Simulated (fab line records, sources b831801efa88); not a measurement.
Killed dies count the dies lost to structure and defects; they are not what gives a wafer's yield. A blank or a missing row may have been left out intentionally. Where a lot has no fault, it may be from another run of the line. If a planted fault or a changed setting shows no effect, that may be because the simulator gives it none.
Comparing a struck lot with a sound one ; flow sky130 ; 14 out of 708 route steps
Sound: these wafers, L982.2, L982.5, L982.6. Wafers L976.3, L976.4, L976.6 were the ones struck. The cause is named last.
Per side, at each step with rows, come the tool, then ch with its chambers, and then its first start. Under that, the readings that differ: sound wafers ; struck wafers ; difference of the means ; sigmas: that difference in standard deviations of wafers without a fault.
alike: readings whose means differ by less than 2 such deviations, and words and numbers that are the same on both sides. not compared: withheld readings, readings that some wafer has no value for, bounds like >300 that may hide the same value, and numbers for which the record gives no deviation and whose values overlap.
The two part at a step that has a row with sigmas, a row that says differs or no value, or rows on one side only. When numbers do not overlap yet have no deviation, they are printed without sigmas and do not part them. Lack of a reading on every wafer of one side parts them only where that side has two or more wafers.

first, 2 steps without rows for these wafers: SKY_VIA4_PEB_09; SKY_VIA4_DEVELOP_10 (develop time 60 s).
SKY_VIA4_OVL_MEAS_11:
  sound on overlay-01 at day 46 13:10; struck on overlay-02 at day 45 14:30
  alike: VIA4_OVL
SKY_VIA4_ETCH_12: etches SiO2 in C4F8/O2/Ar, stops on TiN, target depth 580 nm.
  sound on rie diel-01 ch 1,2, day 46 13:11; struck on rie diel-03 ch 1,2,3, day 45 14:32
  alike: oes product au, rf fwd power W
SKY_VIA4_STRIP_13: strips in O2/N2.
  sound on plasma asher-04 ch 0,1, day 46 13:16; struck on plasma asher-01 ch 0,1, day 45 14:38
  alike: drypump motor current A, oes product au, strip time to endpoint s
  not compared: rf hours counter h
then, 3 steps without rows for these wafers: SKY_VIA4_STRIP_14 (strips in post etch residue remover, time 1200 s); SKY_VIA4_CLEAN_15 (cleans in IPA, time 180 s); SKY_VIA4_CLEAN_16 (cleans in O3/DIW).
SKY_VIA4_SPUTTER_17: material TiN, target thk 20 nm, time 80 s.
  sound on pvd sputter-01 at day 46 13:52; struck on pvd sputter-04 at day 45 15:14
  alike: throttle valve pct
SKY_VIA4_CVD_18: deposits W, target thk 505 nm, time 152.14 s.
  sound on cvd w-01 ch 0,1, day 46 13:55; struck on cvd w-01 ch 0,1, day 45 15:20
  alike: heater power w
  not compared: since wet clean h
SKY_VIA4_RS_MEAS_19: measures by four-point-probe.
  sound on film metro-02 at day 46 14:05; struck on film metro-01 at day 45 15:29
  alike: VIA4_W_RS
SKY_VIA4_THK_MEAS_20: measures by xrf.
  sound on film metro-02 at day 46 14:12; struck on film metro-01 at day 45 15:35
  alike: VIA4_W_THK
SKY_VIA4_CMP_21: polishes, stops on SiO2, t overpolish 25 s, target thk 0 nm.
  sound on cmp-01 ch 2,3, day 46 14:33; struck on cmp-02 ch 1,3, day 45 15:37
reading;sound;struck;difference;sigmas
overpolish run s (s);24.987 24.982 24.997;0.038 0.040 0.035;-24.951;-99 or more
time to endpoint s (s);124 121 125;192 191 190;+68;+13
  alike: edge zone pressure frac, motor current A
-- the record jumps here: 3 days lie between the struck wafers' starts before and after (it left off in module VIA4 and takes up again in module PAD_OPEN, whose first step shown is number 708 of the route) --
SKY_PAD_OPEN_PROBE_99:
  sound on prober-01 at day 49 05:13; struck on prober-02 at day 48 07:59
reading;sound;struck;difference;sigmas
killed_at_M4_up;1 2 1;411 413 418;+413;+99 or more
killed dies;91 71 86;492 492 492;+409;+47
killed on rim;14 14 16;96 96 96;+81;+22
  alike: killed_at_M0_to_M3, killed at contacts, killed at front end, killed at other, killed open, killed short

WHERE THEY PART
At SKY_VIA4_CMP_21 first; at SKY_PAD_OPEN_PROBE_99 last (within this record only).

WHY: what had been put in by the simulator
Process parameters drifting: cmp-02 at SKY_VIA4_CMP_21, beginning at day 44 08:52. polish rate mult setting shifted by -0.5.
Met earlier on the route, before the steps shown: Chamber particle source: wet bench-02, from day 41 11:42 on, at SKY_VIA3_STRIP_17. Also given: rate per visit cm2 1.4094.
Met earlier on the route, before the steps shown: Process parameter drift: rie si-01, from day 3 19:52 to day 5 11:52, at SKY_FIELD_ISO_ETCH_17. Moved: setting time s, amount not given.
